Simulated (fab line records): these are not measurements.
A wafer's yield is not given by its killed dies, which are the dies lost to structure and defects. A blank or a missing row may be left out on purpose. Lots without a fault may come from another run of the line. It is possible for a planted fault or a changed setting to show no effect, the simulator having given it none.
What tool caused it?    flow sky130    72 wafers from 24 lots sampled at 4 of the route's 708 steps

== WHAT THE GAUGES SHOWED, per wafer ==
SKY_METAL2_RS_MEAS_05: the measuring method here is four-point-probe.
lot   measured      on             METAL2_ALCU_RS (ohm/sq)
L074  day 34 10:22  film-metro-02  0.1287 0.1257 0.1279
L075  day 34 11:55  film-metro-04  0.1279 0.1285 0.1283
L076  day 34 18:08  film-metro-04  0.1311 0.1268 0.1273
L077  day 35 05:09  film-metro-04  0.1256 0.1280 0.1263
L078  day 35 17:25  film-metro-03  0.1265 0.1288 0.1255
L079  day 35 21:01  film-metro-04  0.1280 0.1245 0.1243
L080  day 35 21:28  film-metro-02  0.1241 0.1289 0.1239
L081  day 36 07:34  film-metro-04  0.1303 0.1254 0.1276
L082  day 36 17:55  film-metro-02  0.1270 0.1290 0.1255
L083  day 37 00:03  film-metro-02  0.1306 0.1274 0.1285
L084  day 37 06:43  film-metro-02  0.1246 0.1251 0.1257
L085  day 37 11:15  film-metro-02  0.1260 0.1249 0.1245
L086  day 37 17:52  film-metro-03  0.1257 0.1270 0.1278
L087  day 39 12:16  film-metro-02  0.1234 0.1266 0.1259
L088  day 39 12:30  film-metro-04  0.1250 0.1259 0.1291
L089  day 39 10:15  film-metro-03  0.1267 0.1261 0.1264
L090  day 39 13:14  film-metro-02  0.1260 0.1272 0.1248
L091  day 39 13:32  film-metro-03  0.1293 0.1289 0.1281
L092  day 39 16:00  film-metro-04  0.1274 0.1268 0.1266
L093  day 39 20:15  film-metro-03  0.1262 0.1236 0.1263
L094  day 40 00:30  film-metro-02  0.1294 0.1281 0.1321
L095  day 40 15:53  film-metro-02  0.1261 0.1275 0.1276
L096  day 40 22:28  film-metro-02  0.1266 0.1277 0.1281
L097  day 41 06:56  film-metro-02  0.1257 0.1253 0.1253

== WHAT TOOL EACH LOT RAN ON (gives the tool, then ch and the chambers of the sampled wafers, and finally the start) ==
lot   SKY_FIELD_ISO_ETCH_14              SKY_CONTACT_ETCH_18                            SKY_METAL2_SPUTTER_02
L074  rie-diel-02 ch 2,3, day 2 05:04    rie-diel-04 ch 1,2,3, day 34 10:17 or earlier  pvd-sputter-01, day 34 10:17
L075  rie-diel-01 ch 0,3, day 2 13:05    rie-diel-03 ch 0,1, day 34 11:50 or earlier    pvd-sputter-03, day 34 11:50
L076  rie-diel-02 ch 0,2,3, day 2 18:10  rie-diel-02 ch 1,3, day 34 18:02 or earlier    pvd-sputter-03, day 34 18:02
L077  rie-diel-01 ch 0,2,3, day 2 23:02  rie-diel-02 ch 0,1,3, day 35 05:04 or earlier  pvd-sputter-01, day 35 05:04
L078  rie-diel-01 ch 0,1,2, day 3 06:08  rie-diel-03 ch 1,2, day 35 17:18 or earlier    pvd-sputter-03, day 35 17:18
L079  rie-diel-03 ch 0,2,3, day 3 07:48  rie-diel-03 ch 0,1,2, day 35 20:55 or earlier  pvd-sputter-03, day 35 20:55
L080  rie-diel-01 ch 2,3, day 3 11:51    rie-diel-03 ch 0,2,3, day 35 21:21 or earlier  pvd-sputter-04, day 35 21:21
L081  rie-diel-02 ch 0,1,3, day 3 17:32  rie-diel-03 ch 1,2, day 36 07:27 or earlier    pvd-sputter-04, day 36 07:27
L082  rie-diel-01 ch 2,3, day 3 23:06    rie-diel-03 ch 0,1,2, day 36 17:47 or earlier  pvd-sputter-04, day 36 17:47
L083  rie-diel-02 ch 2,3, day 4 04:49    rie-diel-02 ch 1,2,3, day 36 23:56 or earlier  pvd-sputter-04, day 36 23:56
L084  rie-diel-03 ch 0,1, day 4 08:01    rie-diel-03 ch 0,1,2, day 37 06:34 or earlier  pvd-sputter-01, day 37 06:34
L085  rie-diel-02 ch 0,1,3, day 4 13:41  rie-diel-02 ch 1,2, day 37 11:08 or earlier    pvd-sputter-01, day 37 11:08
L086  rie-diel-03 ch 0,2,3, day 4 20:01  rie-diel-03 ch 1,2,3, day 37 17:46 or earlier  pvd-sputter-03, day 37 17:46
L087  rie-diel-01 ch 0,2,3, day 5 01:29  rie-diel-02 ch 2,3, day 39 12:11 or earlier    pvd-sputter-03, day 39 12:11
L088  rie-diel-03 ch 1,2,3, day 5 06:26  rie-diel-04 ch 0,2,3, day 39 12:25 or earlier  pvd-sputter-04, day 39 12:25
L089  rie-diel-01 ch 0,1, day 5 11:04    rie-diel-02 ch 0,3, day 39 10:08 or earlier    pvd-sputter-01, day 39 10:08
L090  rie-diel-01 ch 2,3, day 5 18:37    rie-diel-03 ch 1,2, day 39 13:08 or earlier    pvd-sputter-01, day 39 13:08
L091  rie-diel-02 ch 1,2,3, day 5 21:35  rie-diel-04 ch 0,1,3, day 39 13:26 or earlier  pvd-sputter-04, day 39 13:26
L092  rie-diel-03 ch 1,2,3, day 6 03:47  rie-diel-02 ch 1,2, day 39 15:52 or earlier    pvd-sputter-01, day 39 15:52
L093  rie-diel-02 ch 2,3, day 6 08:56    rie-diel-04 ch 0,1,3, day 39 20:10 or earlier  pvd-sputter-03, day 39 20:10
L094  rie-diel-02 ch 1,2,3, day 6 13:02  rie-diel-04 ch 0,3, day 40 00:22 or earlier    pvd-sputter-04, day 40 00:22
L095  rie-diel-02 ch 0,3, day 6 20:02    rie-diel-03 ch 0,3, day 40 15:46 or earlier    pvd-sputter-01, day 40 15:46
L096  rie-diel-01 ch 1,2, day 7 01:34    rie-diel-03 ch 0,3, day 40 22:19 or earlier    pvd-sputter-04, day 40 22:19
L097  rie-diel-02 ch 0,1,3, day 7 07:20  rie-diel-03 ch 1,2,3, day 41 06:50 or earlier  pvd-sputter-01, day 41 06:50
- SKY_FIELD_ISO_ETCH_14: etches BARC in N2/H2, stops on SiO2, time 45.9 s, target depth 60 nm.
- SKY_CONTACT_ETCH_18: etches Si3N4 in CHF3/O2, stops on TiN, time 39 s, target depth 75 nm.
- SKY_METAL2_SPUTTER_02: material AlCu, target thk 250 nm, time 13.3 s.

== WHAT THE TOOLS THEMSELVES READ (means of the sampled wafers that have a number; where no wafer has one, the mark that the record gives instead) ==
SKY_FIELD_ISO_ETCH_14.
lot   tool         drypump-motor-current-A (A)  oes-product-au (a.u.)  throttle-valve-pct (%)
L074  rie-diel-02  5.5                          0.850                  13.226
L075  rie-diel-01  5.3                          0.856                  13.231
L076  rie-diel-02  5.4                          0.858                  13.222
L077  rie-diel-01  5.5                          0.848                  13.213
L078  rie-diel-01  5.6                          0.851                  13.214
L079  rie-diel-03  5.8                          0.855                  13.233
L080  rie-diel-01  5.7                          0.853                  13.221
L081  rie-diel-02  5.7                          0.860                  13.227
L082  rie-diel-01  5.4                          0.859                  13.219
L083  rie-diel-02  5.5                          0.855                  13.227
L084  rie-diel-03  5.4                          0.855                  13.225
L085  rie-diel-02  5.7                          0.857                  13.228
L086  rie-diel-03  5.8                          0.857                  13.231
L087  rie-diel-01  5.5                          0.853                  13.227
L088  rie-diel-03  6.1                          0.854                  13.239
L089  rie-diel-01  5.4                          0.859                  13.228
L090  rie-diel-01  5.8                          0.851                  13.219
L091  rie-diel-02  5.7                          0.861                  13.217
L092  rie-diel-03  6.1                          0.856                  13.235
L093  rie-diel-02  5.8                          0.856                  13.222
L094  rie-diel-02  5.7                          0.855                  13.223
L095  rie-diel-02  5.8                          0.858                  13.235
L096  rie-diel-01  5.9                          0.857                  13.232
L097  rie-diel-02  5.7                          0.854                  13.224

SKY_CONTACT_ETCH_18.
lot   tool         drypump-motor-current-A (A)  oes-product-au (a.u.)  throttle-valve-pct (%)
L074  rie-diel-04  5.7                          0.853                  8.796
L075  rie-diel-03  5.4                          0.851                  8.796
L076  rie-diel-02  6.0                          0.856                  8.791
L077  rie-diel-02  5.7                          0.849                  8.795
L078  rie-diel-03  6.1                          0.856                  8.799
L079  rie-diel-03  5.8                          0.870                  8.797
L080  rie-diel-03  5.8                          0.866                  8.794
L081  rie-diel-03  6.1                          0.851                  8.785
L082  rie-diel-03  5.8                          0.852                  8.797
L083  rie-diel-02  5.7                          0.852                  8.800
L084  rie-diel-03  5.8                          0.866                  8.794
L085  rie-diel-02  5.3                          0.861                  8.795
L086  rie-diel-03  6.1                          0.843                  8.787
L087  rie-diel-02  5.5                          0.853                  8.789
L088  rie-diel-04  5.8                          0.849                  8.784
L089  rie-diel-02  5.8                          0.861                  8.800
L090  rie-diel-03  6.1                          0.853                  8.788
L091  rie-diel-04  5.9                          0.851                  8.794
L092  rie-diel-02  5.6                          0.858                  8.788
L093  rie-diel-04  5.9                          0.858                  8.795
L094  rie-diel-04  6.1                          0.851                  8.802
L095  rie-diel-03  5.4                          0.852                  8.792
L096  rie-diel-03  5.8                          0.856                  8.797
L097  rie-diel-03  6.1                          0.851                  8.787

SKY_METAL2_SPUTTER_02.
lot   tool            throttle-valve-pct (%)
L074  pvd-sputter-01  29.1
L075  pvd-sputter-03  29.0
L076  pvd-sputter-03  29.1
L077  pvd-sputter-01  29.3
L078  pvd-sputter-03  29.3
L079  pvd-sputter-03  29.4
L080  pvd-sputter-04  29.1
L081  pvd-sputter-04  29.2
L082  pvd-sputter-04  29.1
L083  pvd-sputter-04  29.2
L084  pvd-sputter-01  28.8
L085  pvd-sputter-01  29.3
L086  pvd-sputter-03  28.8
L087  pvd-sputter-03  29.1
L088  pvd-sputter-04  29.4
L089  pvd-sputter-01  29.9
L090  pvd-sputter-01  30.5
L091  pvd-sputter-04  29.6
L092  pvd-sputter-01  28.9
L093  pvd-sputter-03  29.1
L094  pvd-sputter-04  29.9
L095  pvd-sputter-01  29.7
L096  pvd-sputter-04  29.6
L097  pvd-sputter-01  29.2

== THE ANSWER, worked out from the rows above alone ==
Rule: usual is defined by the lots themselves. Put in order of their means at a reading, lots are off if they are a third of the lots or fewer, leave a main group of 4 or more, and stand apart from it by a gap of 3 or more times the standard deviation of the main group's means; of several such gaps the widest counts. A main group is skipped when, at the precision printed for the reading in the tables above, its means are all equal. A lot without any number at a reading at which 4 lots or more have one is off too. Any other lot the step has rows for is counted as sound. Order of review: gauges by route order, followed by the tools' own readings, for which a lot's mean as printed above is used. At the first step where some lot is off, the reading lying furthest off is the one used; lots without a number count as furthest.
Nothing can be told from this: no lot is off at any reading shown.

== WHAT WAS PUT IN BY THE SIMULATOR ==
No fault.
